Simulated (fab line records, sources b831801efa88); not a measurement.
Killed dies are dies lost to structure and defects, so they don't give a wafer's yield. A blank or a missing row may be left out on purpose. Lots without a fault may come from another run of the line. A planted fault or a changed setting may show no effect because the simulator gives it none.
fab line records | flow sky130
record lots=13 wafers=39 last_day=50
route steps=708 shown FIELD_ISO@26 PWDE@52 NWELL@66 VT_ADJUST_HVTP@96 PAD_OPEN@708
lots that met no fault: from a run of the same line without faults
start_h: hours from the record's first day to the start of the lot's first wafer shown | wait_h: hours since the lot's step before | " the same as in the row above | L1.1+2: a row that stands for several wafers | - no value, or no start given | * or withheld: withheld | < > ~ a bound
route shown NAME@n: a module of which the file shows steps, and the number in the route of the first | usual: mean/standard deviation of fault-free wafers | same: alike in all rows | chamber/n: place in a boat | sites: the reading at each site | _std_site: their standard deviation | _edge_site: outer sites' mean less inner sites' | radius_mm: how far each site lies from the wafer's centre | mask NAME#n: copy n | behind: the tool/chamber that last shaped the wafer | hold: why the lot was held/for how many hours/how that ended | device: the transistor (n, p or np) that didn't switch | end of line: the same wafers' tests at the end of the route | a step without rows: its recipe alone | killed: dies lost to structure and defects at the first sort, not the wafer's yield | map: a wafer's dies, x killed, . not, _ none there
set.NAME: the setting as run; set.NAME@STEP: as run at that earlier step | model.NAME: the simulator's own value behind a step, which no gauge read
steps of the route over a sample of lots; a table a step, a row a wafer
services: from which hour (start_h, from the record's first day; less than 0 if before it) a tool's chamber was out of use, for how many hours, and why
## steps
# step SKY_FIELD_ISO_THK_MEAS_25
# recipe reads=SiO2_of_FIELD_ISO_CVD_24
# usual FIELD_ISO_CVD_24_THK=595/7.2
# columns lot.wafer tool chamber start_h wait_h FIELD_ISO_CVD_24_THK[nm]
L820.2 film_metro-01 - 35.05 0.0 604
L820.3 " - " " 595
L820.6 " - " " 597
L822.2 film_metro-03 - 50.08 0.0 590
L822.3 " - " " 593
L822.4 " - " " 598
L828.3 film_metro-03 - 78.81 0.1 602
L828.4 " - " " 609
L828.5 " - " " 602
L829.2 film_metro-01 - 87.34 0.0 589
L829.3 " - " " 595
L829.6 " - " " 594
L831.1 film_metro-03 - 96.15 0.0 594
L831.4 " - " " 599
L831.6 " - " " 591
L832.2 film_metro-01 - 99.36 0.0 603
L832.4 " - " " 602
L832.6 " - " " 594
L835.1 film_metro-01 - 116.03 0.0 593
L835.2 " - " " 603
L835.4 " - " " 593
L837.1 film_metro-03 - 124.90 0.0 604
L837.2 " - " " 594
L837.6 " - " " 594
L838.3 film_metro-01 - 130.71 0.1 590
L838.4 " - " " 588
L838.5 " - " " 588
L839.3 film_metro-01 - 135.65 0.1 588
L839.4 " - " " 601
L839.5 " - " " 596
L840.1 film_metro-03 - 140.19 0.1 591
L840.2 " - " " 593
L840.5 " - " " 588
L841.2 film_metro-01 - 148.33 0.1 592
L841.5 " - " " 596
L841.6 " - " " 589
L842.1 film_metro-01 - 150.71 0.0 608
L842.2 " - " " 603
L842.6 " - " " 584
# step SKY_PWDE_OVL_MEAS_07
# usual PWDE_OVL=0.3/1.2
# columns lot.wafer tool chamber start_h wait_h PWDE_OVL[nm]
L820.2 overlay-01 - 71.22 - 1.5
L820.3 " - " " 1.1
L820.6 " - " " 1.2
L822.2 overlay-01 - 100.22 - 1.9
L822.3 " - " " 2.0
L822.4 " - " " 0.7
L828.3 overlay-02 - 119.63 - 2.3
L828.4 " - " " 0.5
L828.5 " - " " 0.5
L829.2 overlay-01 - 128.60 - -0.3
L829.3 " - " " -1.3
L829.6 " - " " -1.7
L831.1 overlay-02 - 137.31 - -0.2
L831.4 " - " " 0.5
L831.6 " - " " 0.7
L832.2 overlay-02 - 140.40 - -0.5
L832.4 " - " " 0.5
L832.6 " - " " -0.6
L835.1 overlay-02 - 158.52 - -0.5
L835.2 " - " " 0.3
L835.4 " - " " -1.4
L837.1 overlay-02 - 167.82 - 0.3
L837.2 " - " " -0.3
L837.6 " - " " -0.1
L838.3 overlay-02 - 176.28 - -0.6
L838.4 " - " " -0.2
L838.5 " - " " -0.2
L839.3 overlay-02 - 180.18 - -1.0
L839.4 " - " " -1.2
L839.5 " - " " -1.0
L840.1 overlay-02 - 185.47 - -0.2
L840.2 " - " " -1.3
L840.5 " - " " -1.2
L841.2 overlay-01 - 201.42 - -0.5
L841.5 " - " " 0.5
L841.6 " - " " 0.6
L842.1 overlay-02 - 201.89 - 3.0
L842.2 " - " " 2.7
L842.6 " - " " 2.1
# step SKY_NWELL_IMPLANT_13
# recipe species=P energy_kev=50 dose_cm2=7e+11 tilt_deg=withheld
# usual beam_energy_keV=49.999/0.015 dose_ions_cm2=6.999e+11/9.7e+08 faraday_current_uA=3.95/0.076
# columns lot.wafer tool chamber start_h wait_h beam_energy_keV dose_ions_cm2 faraday_current_uA
L820.2 implanter-01 0 88.61 0.1 49.988 6.997e+11 3.94
L820.3 " 0 " " 50.013 7.002e+11 3.86
L820.6 " 0 " " 49.977 7.01e+11 3.98
L822.2 implanter-02 0 118.56 0.1 50.023 6.997e+11 3.95
L822.3 " 0 " " 49.995 6.989e+11 3.85
L822.4 " 0 " " 49.986 7.002e+11 3.86
L828.3 implanter-02 0 138.90 0.1 49.999 9.754e+11 5.47
L828.4 " 0 " " 49.989 9.759e+11 5.40
L828.5 " 0 " " 50.010 9.771e+11 5.47
L829.2 implanter-02 0 147.96 0.1 49.991 9.764e+11 5.44
L829.3 " 0 " " 49.985 9.748e+11 5.59
L829.6 " 0 " " 49.986 9.74e+11 5.57
L831.1 implanter-01 0 159.90 0.1 49.992 6.982e+11 3.99
L831.4 " 0 " " 49.992 6.984e+11 3.99
L831.6 " 0 " " 49.968 6.981e+11 4.04
L832.2 implanter-01 0 160.52 0.1 50.000 7e+11 3.93
L832.4 " 0 " " 50.030 7.007e+11 3.85
L832.6 " 0 " " 50.024 6.997e+11 4.08
L835.1 implanter-01 0 178.73 0.1 50.000 7.003e+11 3.99
L835.2 " 0 " " 50.025 7.018e+11 4.01
L835.4 " 0 " " 50.007 7.015e+11 3.96
L837.1 implanter-04 0 189.25 0.1 50.009 6.995e+11 3.97
L837.2 " 0 " " 50.006 7.008e+11 3.92
L837.6 " 0 " " 50.022 7.009e+11 4.09
L838.3 implanter-04 0 197.48 0.1 49.965 6.994e+11 3.97
L838.4 " 0 " " 49.962 6.997e+11 3.89
L838.5 " 0 " " 49.974 7.004e+11 4.01
L839.3 implanter-01 0 201.58 0.1 49.993 6.989e+11 4.05
L839.4 " 0 " " 50.020 6.99e+11 4.01
L839.5 " 0 " " 49.991 6.992e+11 3.84
L840.1 implanter-01 0 206.98 0.1 49.988 6.99e+11 4.03
L840.2 " 0 " " 49.984 7.006e+11 3.84
L840.5 " 0 " " 49.978 6.994e+11 3.90
L841.2 implanter-02 0 223.93 0.1 50.014 7.001e+11 4.11
L841.5 " 0 " " 49.985 6.985e+11 3.99
L841.6 " 0 " " 50.000 7.01e+11 4.07
L842.1 implanter-02 0 225.13 0.1 49.995 6.987e+11 3.89
L842.2 " 0 " " 49.992 6.99e+11 4.09
L842.6 " 0 " " 50.014 6.987e+11 3.97
# step SKY_NWELL_RS_MEAS_29
# recipe thk_meas_gauge=four-point-probe
# usual NWELL_RS=625.0/1.5
# columns lot.wafer tool chamber start_h wait_h NWELL_RS[ohm/sq]
L820.2 film_metro-02 - 107.03 0.2 622.2
L820.3 " - " " 623.7
L820.6 " - " " 624.2
L822.2 film_metro-02 - 137.73 0.1 626.9
L822.3 " - " " 626.3
L822.4 " - " " 625.8
L828.3 film_metro-01 - 160.65 0.1 616.7
L828.4 " - " " 617.7
L828.5 " - " " 617.1
L829.2 film_metro-03 - 167.99 0.1 618.5
L829.3 " - " " 618.6
L829.6 " - " " 618.1
L831.1 film_metro-02 - 180.61 0.1 624.5
L831.4 " - " " 626.3
L831.6 " - " " 626.7
L832.2 film_metro-03 - 180.99 0.1 625.1
L832.4 " - " " 624.4
L832.6 " - " " 622.5
L835.1 film_metro-02 - 200.07 0.1 626.5
L835.2 " - " " 626.8
L835.4 " - " " 625.7
L837.1 film_metro-02 - 210.69 0.1 625.3
L837.2 " - " " 623.7
L837.6 " - " " 625.2
L838.3 film_metro-02 - 219.68 0.1 624.4
L838.4 " - " " 623.2
L838.5 " - " " 624.4
L839.3 film_metro-02 - 224.63 0.1 624.7
L839.4 " - " " 623.8
L839.5 " - " " 623.4
L840.1 film_metro-03 - 230.44 0.1 624.7
L840.2 " - " " 624.8
L840.5 " - " " 624.8
L841.2 film_metro-03 - 247.76 0.1 623.2
L841.5 " - " " 625.1
L841.6 " - " " 623.9
L842.1 film_metro-02 - 249.02 0.1 626.9
L842.2 " - " " 625.4
L842.6 " - " " 626.1
# step SKY_VT_ADJUST_HVTP_TW_MEAS_11
# usual VT_ADJUST_HVTP_TW=1375/18
# columns lot.wafer tool chamber start_h wait_h VT_ADJUST_HVTP_TW
L820.2 film_metro-01 - 125.63 0.1 1401
L820.3 " - " " 1403
L820.6 " - " " 1395
L822.2 film_metro-02 - 158.13 0.1 1359
L822.3 " - " " 1356
L822.4 " - " " 1359
L828.3 film_metro-01 - 181.19 0.1 1392
L828.4 " - " " 1394
L828.5 " - " " 1397
L829.2 film_metro-02 - 189.63 0.1 1356
L829.3 " - " " 1353
L829.6 " - " " 1352
L831.1 film_metro-01 - 201.85 0.1 1396
L831.4 " - " " 1381
L831.6 " - " " 1387
L832.2 film_metro-01 - 202.16 0.1 1392
L832.4 " - " " 1393
L832.6 " - " " 1394
L835.1 film_metro-02 - 222.82 0.1 1367
L835.2 " - " " 1360
L835.4 " - " " 1368
L837.1 film_metro-02 - 233.40 0.1 1361
L837.2 " - " " 1363
L837.6 " - " " 1366
L838.3 film_metro-02 - 243.37 0.1 1354
L838.4 " - " " 1357
L838.5 " - " " 1353
L839.3 film_metro-02 - 248.69 0.1 1353
L839.4 " - " " 1355
L839.5 " - " " 1356
L840.1 film_metro-01 - 254.72 0.1 1393
L840.2 " - " " 1399
L840.5 " - " " 1393
L841.2 film_metro-01 - 271.88 0.1 1392
L841.5 " - " " 1392
L841.6 " - " " 1393
L842.1 film_metro-02 - 273.07 0.1 1355
L842.2 " - " " 1356
L842.6 " - " " 1366
# step SKY_PAD_OPEN_PROBE_99
# usual killed_at_M0_to_M3=44/7.1 killed_at_M4_up=3.5/2 killed_at_contacts=24/5.3 killed_at_front_end=15/4.8 killed_at_other=0.1/0.35 killed_dies=86/9.3 killed_on_rim=17/4 killed_open=47/7.8 killed_short=39/5.9
# same gross_dies=492 killed_at_back_side=0
# columns lot.wafer tool chamber start_h wait_h killed_at_M0_to_M3 killed_at_M4_up killed_at_contacts killed_at_front_end killed_at_other killed_dies killed_on_rim killed_open killed_short
L820.2 prober-02 - 1079.03 0.1 45 5 11 11 0 72 14 35 37
L820.3 prober-02 - 1079.08 0.2 47 3 24 13 0 87 15 44 43
L820.6 prober-02 - 1079.23 0.2 50 3 25 9 0 87 23 53 34
L822.2 prober-02 - 1106.46 0.1 43 5 18 16 0 82 13 51 31
L822.3 prober-02 - 1106.51 0.2 43 3 20 16 0 82 14 45 37
L822.4 prober-02 - 1106.56 0.2 46 2 27 11 0 86 14 43 43
L828.3 prober-01 - 1130.46 0.2 33 3 16 17 0 69 17 37 32
L828.4 prober-01 - 1130.51 0.2 38 7 20 15 0 80 16 43 37
L828.5 prober-01 - 1130.56 0.2 40 8 21 16 0 85 12 51 34
L829.2 prober-01 - 1144.99 0.1 58 4 21 13 1 97 20 55 42
L829.3 prober-01 - 1145.04 0.2 51 3 21 17 0 92 27 54 38
L829.6 prober-01 - 1145.19 0.2 41 5 22 24 0 92 15 43 49
L831.1 prober-02 - 1150.09 0.1 51 4 17 15 0 87 20 40 47
L831.4 prober-02 - 1150.24 0.2 40 6 33 10 0 89 14 52 37
L831.6 prober-02 - 1150.34 0.2 48 3 32 13 0 96 23 56 40
L832.2 prober-01 - 1151.38 0.1 60 6 13 12 0 91 19 46 45
L832.4 prober-01 - 1151.48 0.2 43 5 19 16 0 83 14 44 39
L832.6 prober-01 - 1151.58 0.2 57 4 24 15 0 100 26 46 54
L835.1 prober-02 - 1169.71 0.1 39 3 29 11 0 82 12 49 33
L835.2 prober-02 - 1169.76 0.1 42 4 23 13 0 82 16 42 40
L835.4 prober-02 - 1169.86 0.2 41 5 22 15 1 84 12 42 42
L837.1 prober-02 - 1175.26 0.1 45 4 22 10 0 81 19 39 42
L837.2 prober-02 - 1175.31 0.1 57 1 19 13 0 90 20 51 39
L837.6 prober-02 - 1175.51 0.2 40 4 22 14 0 80 14 30 50
L838.3 prober-01 - 1179.86 0.2 47 5 27 17 1 97 19 56 41
L838.4 prober-01 - 1179.91 0.2 41 7 24 8 0 80 19 32 48
L838.5 prober-01 - 1179.96 0.2 39 1 32 14 0 86 19 37 49
L839.3 prober-02 - 1182.77 0.2 40 1 29 16 0 86 16 45 41
L839.4 prober-02 - 1182.82 0.2 45 5 28 9 0 87 13 41 46
L839.5 prober-02 - 1182.87 0.2 38 7 18 22 0 85 14 47 38
L840.1 prober-02 - 1190.00 0.1 37 1 18 13 0 69 11 37 32
L840.2 prober-02 - 1190.05 0.1 52 1 26 20 0 99 23 62 37
L840.5 prober-02 - 1190.20 0.2 39 2 27 19 0 87 19 50 37
L841.2 prober-02 - 1204.09 0.1 49 2 25 14 1 91 20 55 36
L841.5 prober-02 - 1204.24 0.2 59 2 27 6 0 94 19 51 43
L841.6 prober-02 - 1204.29 0.2 54 4 24 14 0 96 19 49 47
L842.1 prober-02 - 1204.79 0.1 45 2 32 12 0 91 17 51 40
L842.2 prober-02 - 1204.84 0.1 35 3 22 18 0 78 15 52 26
L842.6 prober-02 - 1205.04 0.2 34 3 45 8 0 90 16 54 36
# killed by level:class
L820.2 VIA1:geometric_particle:open=12 METAL1:geometric_particle:short=7 FIELD_ISO:geometric_particle:short=6 VIA2:geometric_particle:open=6 METAL2:geometric_particle:short=5 VIA1:geometric_particle:short=4 METAL4:geometric_particle:short=4 CONTACT:geometric_particle:open=3
L820.3 VIA1:geometric_particle:open=15 VIA1:geometric_particle:short=11 LI_CONTACT:geometric_particle:open=9 FIELD_ISO:geometric_particle:short=5 LOCAL_INTERCONNECT:geometric_particle:short=5 CONTACT:geometric_particle:open=5 METAL2:geometric_particle:short=4 METAL2:geometric_particle:open=3
L820.6 VIA1:geometric_particle:open=14 CONTACT:geometric_particle:open=12 METAL2:geometric_particle:short=7 VIA2:geometric_particle:open=6 LI_CONTACT:geometric_particle:open=5 METAL1:geometric_particle:short=5 VIA1:geometric_particle:short=5 VIA3:geometric_particle:open=5
L822.2 VIA1:geometric_particle:open=14 CONTACT:geometric_particle:open=8 LI_CONTACT:geometric_particle:open=6 VIA1:geometric_particle:short=6 FIELD_ISO:geometric_particle:short=4 FIELD_ISO:geometric_particle:open=4 METAL1:geometric_particle:short=4 METAL2:geometric_particle:short=4
L822.3 LI_CONTACT:geometric_particle:open=8 VIA1:geometric_particle:open=7 POLY_GATE:geometric_particle:open=6 METAL2:geometric_particle:short=6 VIA2:geometric_particle:open=5 FIELD_ISO:geometric_particle:open=4 METAL1:geometric_particle:short=4 CONTACT:geometric_particle:open=4
L822.4 CONTACT:geometric_particle:open=12 LI_CONTACT:geometric_particle:open=10 VIA1:geometric_particle:open=10 VIA1:geometric_particle:short=10 FIELD_ISO:geometric_particle:short=6 METAL1:geometric_particle:short=6 METAL2:geometric_particle:short=5 CONTACT:geometric_particle:short=3
L828.3 VIA1:geometric_particle:open=9 CONTACT:geometric_particle:open=6 FIELD_ISO:geometric_particle:short=5 FIELD_ISO:geometric_particle:open=4 POLY_GATE:geometric_particle:open=4 METAL1:geometric_particle:short=4 VIA1:geometric_particle:short=4 VIA2:geometric_particle:open=4
L828.4 VIA1:geometric_particle:open=9 CONTACT:geometric_particle:open=8 VIA1:geometric_particle:short=7 FIELD_ISO:geometric_particle:open=6 LI_CONTACT:geometric_particle:open=6 METAL2:geometric_particle:short=5 VIA2:geometric_particle:open=5 METAL4:geometric_particle:short=5
L828.5 VIA1:geometric_particle:open=13 CONTACT:geometric_particle:open=8 VIA1:geometric_particle:short=8 LI_CONTACT:geometric_particle:open=5 METAL4:geometric_particle:short=5 FIELD_ISO:geometric_particle:short=4 POLY_GATE:geometric_particle:open=4 METAL2:geometric_particle:open=4
L829.2 VIA1:geometric_particle:open=17 CONTACT:geometric_particle:open=10 METAL2:geometric_particle:short=10 VIA1:geometric_particle:short=9 VIA2:geometric_particle:open=6 FIELD_ISO:geometric_particle:open=5 LI_CONTACT:geometric_particle:open=5 METAL1:geometric_particle:short=4
L829.3 VIA1:geometric_particle:open=15 CONTACT:geometric_particle:open=8 VIA2:geometric_particle:short=7 VIA2:geometric_particle:open=6 POLY_GATE:geometric_particle:open=5 VIA1:geometric_particle:short=5 VIA3:geometric_particle:open=5 LI_CONTACT:geometric_particle:open=4
L829.6 CONTACT:geometric_particle:open=12 METAL2:geometric_particle:short=9 VIA1:geometric_particle:open=7 FIELD_ISO:geometric_particle:open=6 VIA2:geometric_particle:open=6 FIELD_ISO:geometric_particle:short=5 LOCAL_INTERCONNECT:geometric_particle:short=5 METAL1:geometric_particle:short=5
L831.1 VIA1:geometric_particle:open=11 CONTACT:geometric_particle:open=9 VIA1:geometric_particle:short=8 VIA2:geometric_particle:open=7 POLY_GATE:geometric_particle:short=6 METAL2:geometric_particle:short=6 FIELD_ISO:geometric_particle:short=5 VIA3:geometric_particle:open=4
L831.4 LI_CONTACT:geometric_particle:open=15 CONTACT:geometric_particle:open=8 VIA1:geometric_particle:open=8 VIA3:geometric_particle:short=6 VIA2:geometric_particle:open=6 METAL1:geometric_particle:short=5 LOCAL_INTERCONNECT:geometric_particle:short=4 METAL4:geometric_particle:short=4
L831.6 VIA1:geometric_particle:open=11 CONTACT:geometric_particle:open=10 VIA3:geometric_particle:open=9 CONTACT:geometric_particle:short=7 LI_CONTACT:geometric_particle:open=6 VIA2:geometric_particle:open=6 METAL1:geometric_particle:short=5 VIA3:geometric_particle:short=5
L832.2 VIA1:geometric_particle:open=19 VIA3:geometric_particle:open=9 METAL1:geometric_particle:short=7 METAL4:geometric_particle:short=6 VIA1:geometric_particle:short=6 CONTACT:geometric_particle:short=5 METAL2:geometric_particle:short=5 VIA2:geometric_particle:open=5
L832.4 METAL1:geometric_particle:short=11 VIA1:geometric_particle:open=9 CONTACT:geometric_particle:open=8 VIA2:geometric_particle:open=7 FIELD_ISO:geometric_particle:open=6 POLY_GATE:geometric_particle:short=5 CONTACT:geometric_particle:short=5 VIA1:geometric_particle:short=5
L832.6 VIA1:geometric_particle:open=12 CONTACT:geometric_particle:open=9 VIA3:geometric_particle:open=8 METAL3:geometric_particle:short=7 LOCAL_INTERCONNECT:geometric_particle:short=6 METAL1:geometric_particle:short=6 POLY_GATE:geometric_particle:short=5 VIA3:geometric_particle:short=5
L835.1 CONTACT:geometric_particle:open=11 VIA2:geometric_particle:open=10 LI_CONTACT:geometric_particle:open=9 METAL1:geometric_particle:short=6 VIA1:geometric_particle:open=5 FIELD_ISO:geometric_particle:open=4 CONTACT:geometric_particle:short=4 METAL2:geometric_particle:short=4
L835.2 METAL1:geometric_particle:short=11 CONTACT:geometric_particle:open=8 LI_CONTACT:geometric_particle:open=7 METAL2:geometric_particle:short=5 VIA2:geometric_particle:open=5 VIA3:geometric_particle:open=5 CONTACT:geometric_particle:short=4 FIELD_ISO:geometric_particle:short=3
L835.4 CONTACT:geometric_particle:open=11 VIA3:geometric_particle:open=9 METAL2:geometric_particle:short=7 VIA1:geometric_particle:open=6 VIA1:geometric_particle:short=5 LI_CONTACT:geometric_particle:open=4 LOCAL_INTERCONNECT:geometric_particle:short=4 METAL1:geometric_particle:short=4
L837.1 METAL1:geometric_particle:short=10 VIA1:geometric_particle:open=8 LI_CONTACT:geometric_particle:open=7 VIA3:geometric_particle:open=6 VIA2:geometric_particle:open=5 LI_CONTACT:geometric_particle:short=4 CONTACT:geometric_particle:short=4 METAL2:geometric_particle:short=4
L837.2 VIA1:geometric_particle:open=11 CONTACT:geometric_particle:open=10 VIA3:geometric_particle:open=10 METAL2:geometric_particle:short=7 METAL1:geometric_particle:short=6 VIA2:geometric_particle:open=5 LI_CONTACT:geometric_particle:open=4 VIA2:geometric_particle:short=4
L837.6 CONTACT:geometric_particle:open=8 VIA1:geometric_particle:open=8 FIELD_ISO:geometric_particle:short=7 VIA1:geometric_particle:short=7 LI_CONTACT:geometric_particle:open=5 CONTACT:geometric_particle:short=5 METAL1:geometric_particle:short=5 VIA2:geometric_particle:short=5
L838.3 VIA1:geometric_particle:open=13 VIA2:geometric_particle:open=11 LI_CONTACT:geometric_particle:open=10 LOCAL_INTERCONNECT:geometric_particle:short=6 METAL2:geometric_particle:short=6 FIELD_ISO:geometric_particle:open=5 CONTACT:geometric_particle:open=5 CONTACT:geometric_particle:short=4
L838.4 LI_CONTACT:geometric_particle:open=7 VIA1:geometric_particle:short=7 VIA1:geometric_particle:open=7 VIA3:geometric_particle:open=6 METAL4:geometric_particle:short=6 CONTACT:geometric_particle:short=5 VIA3:geometric_particle:short=5 METAL1:geometric_particle:short=5
L838.5 LI_CONTACT:geometric_particle:open=10 METAL2:geometric_particle:short=10 CONTACT:geometric_particle:open=7 VIA1:geometric_particle:open=6 LOCAL_INTERCONNECT:geometric_particle:short=6 CONTACT:geometric_particle:short=6 METAL1:geometric_particle:short=6 FIELD_ISO:geometric_particle:short=4
L839.3 VIA1:geometric_particle:open=11 CONTACT:geometric_particle:open=9 CONTACT:geometric_particle:short=6 VIA2:geometric_particle:open=6 LI_CONTACT:geometric_particle:open=5 LI_CONTACT:geometric_particle:short=5 METAL2:geometric_particle:short=5 POLY_GATE:geometric_particle:short=4
L839.4 CONTACT:geometric_particle:short=9 VIA1:geometric_particle:open=9 VIA2:geometric_particle:open=9 CONTACT:geometric_particle:open=7 VIA2:geometric_particle:short=6 METAL2:geometric_particle:short=6 VIA3:geometric_particle:open=6 LI_CONTACT:geometric_particle:open=5
L839.5 VIA1:geometric_particle:open=9 VIA2:geometric_particle:open=8 FIELD_ISO:geometric_particle:short=7 LI_CONTACT:geometric_particle:open=7 FIELD_ISO:geometric_particle:open=6 METAL4:geometric_particle:short=6 VIA1:geometric_particle:short=6 CONTACT:geometric_particle:open=5
L840.1 VIA1:geometric_particle:open=7 VIA1:geometric_particle:short=7 LI_CONTACT:geometric_particle:open=6 CONTACT:geometric_particle:open=6 VIA3:geometric_particle:open=5 SPACER:geometric_particle:short=4 METAL2:geometric_particle:short=4 METAL3:geometric_particle:short=4
L840.2 VIA1:geometric_particle:open=18 CONTACT:geometric_particle:open=9 VIA2:geometric_particle:open=7 POLY_GATE:geometric_particle:open=6 FIELD_ISO:geometric_particle:open=5 FIELD_ISO:geometric_particle:short=5 LI_CONTACT:geometric_particle:open=5 LOCAL_INTERCONNECT:geometric_particle:short=5
L840.5 CONTACT:geometric_particle:open=14 VIA1:geometric_particle:open=9 VIA3:geometric_particle:open=7 VIA1:geometric_particle:short=6 METAL2:geometric_particle:short=5 FIELD_ISO:geometric_particle:short=4 POLY_GATE:geometric_particle:open=4 SPACER:geometric_particle:open=4
L841.2 VIA1:geometric_particle:open=12 LI_CONTACT:geometric_particle:open=8 CONTACT:geometric_particle:open=7 CONTACT:geometric_particle:short=7 VIA2:geometric_particle:open=7 VIA3:geometric_particle:open=6 VIA1:geometric_particle:short=5 METAL2:geometric_particle:short=5
L841.5 VIA1:geometric_particle:open=14 VIA2:geometric_particle:open=13 LI_CONTACT:geometric_particle:open=8 CONTACT:geometric_particle:open=8 CONTACT:geometric_particle:short=6 LI_CONTACT:geometric_particle:short=5 METAL1:geometric_particle:short=5 VIA1:geometric_particle:short=5
L841.6 VIA1:geometric_particle:open=13 VIA2:geometric_particle:open=10 CONTACT:geometric_particle:open=7 VIA1:geometric_particle:short=7 METAL1:geometric_particle:short=6 VIA3:geometric_particle:open=6 CONTACT:geometric_particle:short=5 FIELD_ISO:geometric_particle:short=4
L842.1 CONTACT:geometric_particle:open=11 VIA1:geometric_particle:open=10 CONTACT:geometric_particle:short=9 METAL2:geometric_particle:short=8 VIA3:geometric_particle:open=7 METAL1:geometric_particle:short=7 LI_CONTACT:geometric_particle:open=7 VIA2:geometric_particle:open=4
L842.2 CONTACT:geometric_particle:open=10 VIA1:geometric_particle:open=9 POLY_GATE:geometric_particle:open=8 LI_CONTACT:geometric_particle:open=6 VIA1:geometric_particle:short=5 LOCAL_INTERCONNECT:geometric_particle:short=4 METAL2:geometric_particle:short=4 VIA2:geometric_particle:open=4
L842.6 CONTACT:geometric_particle:open=16 LI_CONTACT:geometric_particle:open=14 CONTACT:geometric_particle:short=7 VIA1:geometric_particle:open=7 LOCAL_INTERCONNECT:geometric_particle:short=6 VIA3:geometric_particle:short=5 VIA3:geometric_particle:open=5 METAL3:geometric_particle:short=4
## services
# columns tool chamber start_h hours kind
implanter-01 - 101.74 6.3 pm
implanter-01 - 109.55 3.3 pm
implanter-04 - 140.05 28.2 pm
implanter-02 - 152.38 9.6 repair
implanter-01 - 156.94 2.5 repair
## key
first_sign step=SKY_NWELL_IMPLANT_13 reading=dose_ions_cm2 direction=up sigmas=99+ usual=* struck=*
effect step=SKY_NWELL_IMPLANT_13 reading=faraday_current_uA direction=up sigmas=20 usual=3.95 struck=5.49
effect step=SKY_NWELL_RS_MEAS_29 reading=NWELL_RS direction=down sigmas=4.7 usual=625.0 struck=617.8
met_at SKY_NWELL_IMPLANT_13
struck_lots L828,L829
tester_left_out L828,L829
not_acting_at SKY_FIELD_ISO_THK_MEAS_25,SKY_PWDE_OVL_MEAS_07,SKY_VT_ADJUST_HVTP_TW_MEAS_11
onset_between 118.56 138.90
fault kind=process_parameter_drift tool=implanter-02 chamber=- onset_h=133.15 steps=SKY_NWELL_IMPLANT_13 channel=dose_cm2 offset=* shape=step end_h=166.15 acts_in=* stated=*
# tester_left_out: of these lots the tester's yield and bins aren't shown, on N5 and GAA mostly nor the transistor test; their killed dies are dies lost to structure and defects alone, not to doping, threshold or leakage, so they don't give the yield
